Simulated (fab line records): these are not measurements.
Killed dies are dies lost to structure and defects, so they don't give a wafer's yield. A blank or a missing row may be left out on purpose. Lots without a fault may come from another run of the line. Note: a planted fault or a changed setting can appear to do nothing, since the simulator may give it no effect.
2 desks, one fault | flow gf180mcu | every desk sees just its own numbers, and what lay behind them comes last

METROLOGY DESK
Means of the sampled wafers that have a number, per lot and without regard to the tool the lot ran on: this is what the gauges read. The brackets show how far a lot's mean lies from the usual mean; more than 4 standard deviations puts the lot out of limits, marked OUT.
Columns: A = MIM_CVD_05_THK at GF_MIM_THK_MEAS_06, usual 42.3 nm
lot  | first seen here | A
L813 | day 24 11:49    | 42.6
L816 | day 25 13:38    | 42.3
L817 | day 25 19:59    | 42.3
L819 | day 26 11:42    | 41.9
L820 | day 26 20:22    | 43.2
L821 | day 27 07:08    | 42.0
L822 | day 27 08:20    | 42.1
L825 | day 28 10:31    | 42.2
L827 | day 29 01:08    | 43.0
L828 | day 29 09:55    | 42.6
L829 | day 29 10:50    | 41.9
L833 | day 30 11:53    | 42.0
L834 | day 30 17:35    | 42.6
L835 | day 31 04:15    | 42.7
L836 | day 31 10:23    | 41.9
This desk's finding: nothing out of limits on any of the 15 lots.

FOR THE TOOL OWNER'S DESK: pvd sputter-04
The tool's own readings at GF_MIM_SPUTTER_03 (material Ti, target thk 10 nm, time 6.7 s): means of the sampled wafers that have a number, for each lot that ran on this tool. The brackets show how far a lot's mean lies from the usual mean; more than 4 standard deviations puts the lot out of limits, marked OUT.
Columns: A = cathode dc power W at GF_MIM_SPUTTER_03, usual 2999.9 W; B = chamber pressure pa at GF_MIM_SPUTTER_03, usual 0.3000 Pa; C = throttle valve pct at GF_MIM_SPUTTER_03, usual 30.2 %
lot  | first seen here | A      | B      | C
L816 | day 25 13:32    | 3000.2 | 0.3002 | 30.6
L817 | day 25 19:53    | 3000.1 | 0.2998 | 31.0
L822 | day 27 08:15    | 3000.1 | 0.2994 | 31.3
L827 | day 29 01:02    | 3000.2 | 0.2999 | 30.7
L828 | day 29 09:47    | 3000.3 | 0.3003 | 31.1
L833 | day 30 11:47    | 3000.3 | 0.3000 | 31.0
This desk's finding: nothing out of limits on any of the 6 lots.

PUT TOGETHER
The metrology desk saw nothing out of limits.
The tool owner's desk saw nothing out of limits.

WHAT THE SIMULATOR PUT IN
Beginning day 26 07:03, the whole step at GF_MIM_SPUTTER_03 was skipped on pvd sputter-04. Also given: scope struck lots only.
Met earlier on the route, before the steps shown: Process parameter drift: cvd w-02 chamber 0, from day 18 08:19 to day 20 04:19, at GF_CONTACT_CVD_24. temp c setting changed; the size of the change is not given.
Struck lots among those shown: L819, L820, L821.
